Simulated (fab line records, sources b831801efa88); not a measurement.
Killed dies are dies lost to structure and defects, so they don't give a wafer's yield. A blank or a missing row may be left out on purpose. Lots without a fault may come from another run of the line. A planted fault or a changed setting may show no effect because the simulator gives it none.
A struck lot beside a sound one | flow sky130 | 43 steps out of a route of 708
Sound: wafers L116.1, L116.2, L116.6. Struck: wafer L130.4. (L130.1, L130.2 of the same lot were not struck and are left out.) The cause comes at the end.
At each step with rows: each side's tool, then ch and its chambers, then its first start. Under that, the readings that differ: sound wafers | struck wafers | difference of the means | sigmas: that difference in standard deviations of wafers without a fault.
alike: readings whose means differ by less than 2 such deviations, and words and numbers that are the same on both sides. not compared: withheld readings, readings that some wafer has no value for, bounds like >300 that may hide the same value, and numbers for which the record gives no deviation and whose values overlap.
The two part at a step that has a row with sigmas, a row that says differs or no value, or rows on one side only. Numbers that don't overlap but have no deviation are shown without sigmas and don't part them. A reading that every wafer of one side lacks parts them only if that side has two wafers or more.

first, 4 steps without rows for these wafers: SKY_LI_CONTACT_SOFTBAKE_08 (time 90 s); SKY_LI_CONTACT_EXPOSE_09 (exposes mask LICM1, target cd 170 nm); SKY_LI_CONTACT_PEB_10; SKY_LI_CONTACT_DEVELOP_11 (develop time 60 s).
SKY_LI_CONTACT_CD_MEAS_12: target cd 170 nm.
  sound on cd_sem-01, day 31 01:50; struck on cd_sem-01, day 35 10:12
  alike: cd_nm
SKY_LI_CONTACT_OVL_MEAS_13:
  sound on overlay-01, day 31 01:57; struck on overlay-02, day 35 10:19
  alike: LI_CONTACT_OVL
then, 2 steps without rows for these wafers: SKY_LI_CONTACT_ETCH_14 (etches BARC in N2/H2, stops on SiO2, time 45.9 s, target depth 60 nm); SKY_LI_CONTACT_ETCH_15 (etches PSG in C4F8/O2/Ar, stops on Si, target depth 600 nm).
SKY_LI_CONTACT_STRIP_16: strips in O2/N2.
  sound on plasma_asher-04 ch 0,1, day 31 02:07; struck on plasma_asher-01 ch 1, day 35 10:29
  alike: drypump_motor_current_A, oes_product_au, strip_time_to_endpoint_s
  not compared: rf_hours_counter_h
then, 2 steps without rows for these wafers: SKY_LI_CONTACT_CLEAN_17 (cleans in NMP, time 600 s); SKY_LI_CONTACT_PRE_CLEAN_18 (time 5.6 s).
SKY_LI_CONTACT_SPUTTER_19: material Ti, target thk 20 nm, time 106.37 s.
  sound on pvd_sputter-04, day 31 02:25; struck on pvd_sputter-04, day 35 10:47
  alike: substrate_temp_c, throttle_valve_pct
SKY_LI_CONTACT_SPUTTER_20: material TiN, target thk 20 nm, time 80 s.
  sound on pvd_sputter-04, day 31 02:29; struck on pvd_sputter-04, day 35 10:52
  alike: throttle_valve_pct
SKY_LI_CONTACT_CVD_21: deposits W, target thk 400 nm, time 120.56 s.
  sound on cvd_w-01 ch 0,1, day 31 02:32; struck on cvd_w-02 ch 0, day 35 10:56
  alike: heater_power_w
SKY_LI_CONTACT_RS_MEAS_22: measures by four-point-probe.
  sound on film_metro-03, day 31 02:40; struck on film_metro-02, day 35 11:03
  reading                  | sound                | struck | difference | sigmas
  LI_CONTACT_W_RS (ohm/sq) | 0.2835 0.2846 0.2839 | 0.2781 | -0.0059    | -2
SKY_LI_CONTACT_THK_MEAS_23: measures by xrf.
  sound on film_metro-03, day 31 02:47; struck on film_metro-02, day 35 11:10
  alike: LI_CONTACT_W_THK
then, 2 steps without rows for these wafers: SKY_LI_CONTACT_CMP_24 (polishes, stops on PSG, t overpolish 20 s, target thk 0 nm); SKY_LOCAL_INTERCONNECT_SPUTTER_00 (material TiN, target thk 100 nm, time 83.3 s).
SKY_LOCAL_INTERCONNECT_RS_MEAS_01: measures by four-point-probe.
  sound on film_metro-03, day 31 03:13; struck on film_metro-03, day 35 11:47
  reading                            | sound             | struck | difference | sigmas
  LOCAL_INTERCONNECT_TIN_RS (ohm/sq) | 13.92 14.14 13.89 | 14.41  | +0.43      | +3
SKY_LOCAL_INTERCONNECT_THK_MEAS_02: measures by xrf.
  sound on film_metro-03, day 31 03:20; struck on film_metro-03, day 35 11:54
  reading                         | sound             | struck | difference | sigmas
  LOCAL_INTERCONNECT_TIN_THK (nm) | 102.5 100.4 102.2 | 99.0   | -2.7       | -2
then, 8 steps without rows for these wafers: SKY_LOCAL_INTERCONNECT_DEHYDRATE_03 (time 60 s); SKY_LOCAL_INTERCONNECT_HMDS_04 (prime time 60 s); SKY_LOCAL_INTERCONNECT_COAT_05 (resist thk 60 nm); SKY_LOCAL_INTERCONNECT_COAT_06 (resist thk 450 nm); SKY_LOCAL_INTERCONNECT_SOFTBAKE_07 (time 90 s); SKY_LOCAL_INTERCONNECT_EXPOSE_08 (exposes mask LI1M, target cd 170 nm); SKY_LOCAL_INTERCONNECT_PEB_09; SKY_LOCAL_INTERCONNECT_DEVELOP_10 (develop time 60 s).
SKY_LOCAL_INTERCONNECT_CD_MEAS_11: target cd 170 nm.
  sound on cd_sem-02, day 32 07:57; struck on cd_sem-02, day 36 14:27
  alike: cd_nm
SKY_LOCAL_INTERCONNECT_OVL_MEAS_12:
  sound on overlay-01, day 32 08:04; struck on overlay-02, day 36 14:34
  alike: LOCAL_INTERCONNECT_OVL
then, 2 steps without rows for these wafers: SKY_LOCAL_INTERCONNECT_ETCH_13 (etches BARC in N2/H2, stops on SiO2, time 45.9 s, target depth 60 nm); SKY_LOCAL_INTERCONNECT_METAL_ETCH_14 (etches TiN in Cl2/BCl3, stops on PSG, target depth 110 nm, time 31.4 s).
SKY_LOCAL_INTERCONNECT_STRIP_15: strips in O2/N2.
  sound on plasma_asher-03 ch 0,1, day 32 08:13; struck on plasma_asher-01 ch 1, day 36 14:50
  alike: drypump_motor_current_A, oes_product_au, strip_time_to_endpoint_s
  not compared: rf_hours_counter_h
then, 4 steps without rows for these wafers: SKY_LOCAL_INTERCONNECT_STRIP_16 (strips in post etch residue remover, time 1200 s); SKY_LOCAL_INTERCONNECT_CLEAN_17 (cleans in IPA, time 180 s); SKY_LOCAL_INTERCONNECT_CLEAN_18 (cleans in O3/DIW); SKY_CONTACT_CVD_00 (deposits Si3N4, target thk 75 nm).
SKY_CONTACT_THK_MEAS_01:
  sound on film_metro-02, day 32 08:52; struck on film_metro-01, day 36 15:29
  alike: CONTACT_CVD_00_THK
then, 1 step without rows for these wafers: SKY_CONTACT_HDPCVD_02 (deposits SiO2, target thk 565 nm, time 94.2 s).
SKY_CONTACT_THK_MEAS_03:
  sound on film_metro-01, day 32 08:59; struck on film_metro-01, day 36 15:37
  reading                 | sound       | struck | difference | sigmas
  CONTACT_HDPCVD_THK (nm) | 554 554 561 | 579    | +23        | +3
SKY_CONTACT_CMP_04: polishes SiO2.
  sound on cmp-01 ch 0,2,3, day 32 09:03; struck on cmp-02 ch 2, day 36 15:44
  alike: motor_current_A, time_to_endpoint_s
SKY_CONTACT_BOW_MEAS_05:
  sound on film_metro-03, day 32 09:21; struck on film_metro-01, day 36 15:59
  alike: CONTACT_BOW
-- the record jumps here: 14 days lie between the struck wafers' starts before and after (it left off in module CONTACT and takes up again in module PAD_OPEN, whose first step shown is number 708 of the route) --
SKY_PAD_OPEN_PROBE_99:
  sound on prober-02, day 47 14:33; struck on prober-01, day 50 14:58
  reading                            | sound             | struck | difference | sigmas
  killed_at_contacts                 | 33 19 31          | 68     | +40        | +7
  killed_dies                        | 94 85 94          | 119    | +28        | +3
  model.etest.res_poly.line_ohm_um   | 518.2 507.2 504.4 | 568.1  | +58.2      |
  model.etest.res_poly.width_nm (nm) | 92.7 96 95.8      | 86.35  | -8.48      |
  alike: killed_at_M0_to_M3, killed_at_M4_up, killed_at_front_end, killed_at_other, killed_open, killed_short

WHERE THEY PART
First at SKY_LI_CONTACT_RS_MEAS_22; last, within this record, at SKY_PAD_OPEN_PROBE_99.

WHY: what the simulator had put in
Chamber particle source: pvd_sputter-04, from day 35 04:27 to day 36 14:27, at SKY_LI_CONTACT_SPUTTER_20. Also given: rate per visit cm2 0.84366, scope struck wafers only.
